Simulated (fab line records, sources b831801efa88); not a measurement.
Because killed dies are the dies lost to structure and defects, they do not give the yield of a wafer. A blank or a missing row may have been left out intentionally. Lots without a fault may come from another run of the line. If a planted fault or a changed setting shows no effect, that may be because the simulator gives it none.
Struck lot and sound lot, side by side | flow gf180mcu | 16 out of 602 route steps
Sound: wafers L837.2, L837.5, L837.6. The struck wafers were L848.2, L848.4, L848.6. Last of all comes the cause.
For every step that has rows: the tool of each side, followed by ch and its chambers, followed by its first start. Under that, the readings that differ: sound wafers | struck wafers | difference of the means | sigmas: that difference in standard deviations of wafers without a fault.
alike: a reading whose means differ by less than 2 such deviations, as well as words and numbers matching on both sides. not compared: withheld readings; readings where some wafer has no value; bounds like >300 that might hide an equal value; numbers whose values overlap and for which the record gives no deviation.
Wherever a step has rows on one side only, a row that says differs or no value, or a row with sigmas, the two part there. Numbers that have no deviation but don't overlap get no sigmas and don't part them. Lack of a reading on every wafer of one side parts them only where that side has two or more wafers.

first, 4 steps without rows for these wafers: GF_M3_SOFTBAKE_10 (time 60 s); GF_M3_EXPOSE_11 (exposes mask Metal3, target cd 280 nm); GF_M3_PEB_12 (peb time 90 s); GF_M3_DEVELOP_13 (develop time 60 s).
GF_M3_CD_MEAS_14: target cd 280 nm.
  sound on cd-sem-01 at day 22 19:37; struck on cd-sem-02 at day 26 06:36
  alike: cd-nm
GF_M3_OVL_MEAS_15:
  sound on overlay-02 at day 22 19:44; struck on overlay-01 at day 26 06:43
  alike: M3_OVL
GF_M3_METAL_ETCH_16: etches the open film in Cl2/BCl3, stops on SiO2, target depth 750.8 nm, time 125.1 s.
  sound on rie-metal-01 ch 0,1, day 22 19:46; struck on rie-metal-01 ch 0,1, day 26 06:44
  alike: bias-w, chamber-pressure-mTorr, drypump-motor-current-A, oes-product-au, throttle-valve-pct
  not compared: rf-hours-counter-h
GF_M3_STRIP_17: strips in O2/N2.
  sound on plasma-asher-03 ch 0,1, day 22 19:53; struck on plasma-asher-04 ch 0,1, day 26 06:52
  alike: chamber-pressure-mTorr, drypump-motor-current-A, heater-power-w, oes-product-au, strip-time-to-endpoint-s
  not compared: rf-hours-counter-h
then, 3 steps without rows for these wafers: GF_M3_STRIP_18 (strips in post etch residue remover, time 1200 s); GF_M3_CLEAN_19 (cleans in DIW); GF_V3_CVD_00 (deposits SiO2, target thk 600 nm, time 100 s).
GF_V3_THK_MEAS_01:
  sound on film-metro-02 at day 22 20:30; struck on film-metro-01 at day 26 07:29
  reading            | sound       | struck      | difference | sigmas
  V3_CVD_00_THK (nm) | 613 604 613 | 590 593 594 | -18        | -3
GF_V3_CVD_02: deposits SiO2 from TEOS, target thk 850 nm, time 94.851 s.
  sound on pecvd-03 ch 0,2, day 22 20:33; struck on pecvd-03 ch 0,2, day 26 07:32
  reading                             | sound             | struck            | difference | sigmas
  run-length-s (s)                    | 123.4 122.3 123.4 | 118.2 118.5 118.0 | -4.8       | -10
  model.SiO2_of_V3_CVD_02.thk-nm (nm) | 839 862.3 859     | 811.9 822.1 819.8 | -35.5      |
  alike: heater-power-outer-w, heater-power-w
GF_V3_THK_MEAS_03:
  sound on film-metro-04 at day 22 20:38; struck on film-metro-01 at day 26 07:39
  reading            | sound       | struck      | difference | sigmas
  V3_CVD_02_THK (nm) | 839 863 859 | 812 823 820 | -35        | -2
GF_V3_CMP_04: polishes SiO2.
  sound on cmp-01 ch 1,2, day 22 20:41; struck on cmp-02 ch 0,1,3, day 26 07:48
  reading                | sound    | struck   | difference | sigmas
  time-to-endpoint-s (s) | 83 91 83 | 63 71 71 | -17        | -3
  alike: motor-current-A
GF_PASSIVATION_PROBE_99:
  sound wafers here have rows in the record (prober-02, day 30 11:41); struck ones have none

== WHERE THEY PART ==
At GF_V3_THK_MEAS_01 first; at GF_PASSIVATION_PROBE_99 last (within this record only).

WHY: whatever the simulator had introduced
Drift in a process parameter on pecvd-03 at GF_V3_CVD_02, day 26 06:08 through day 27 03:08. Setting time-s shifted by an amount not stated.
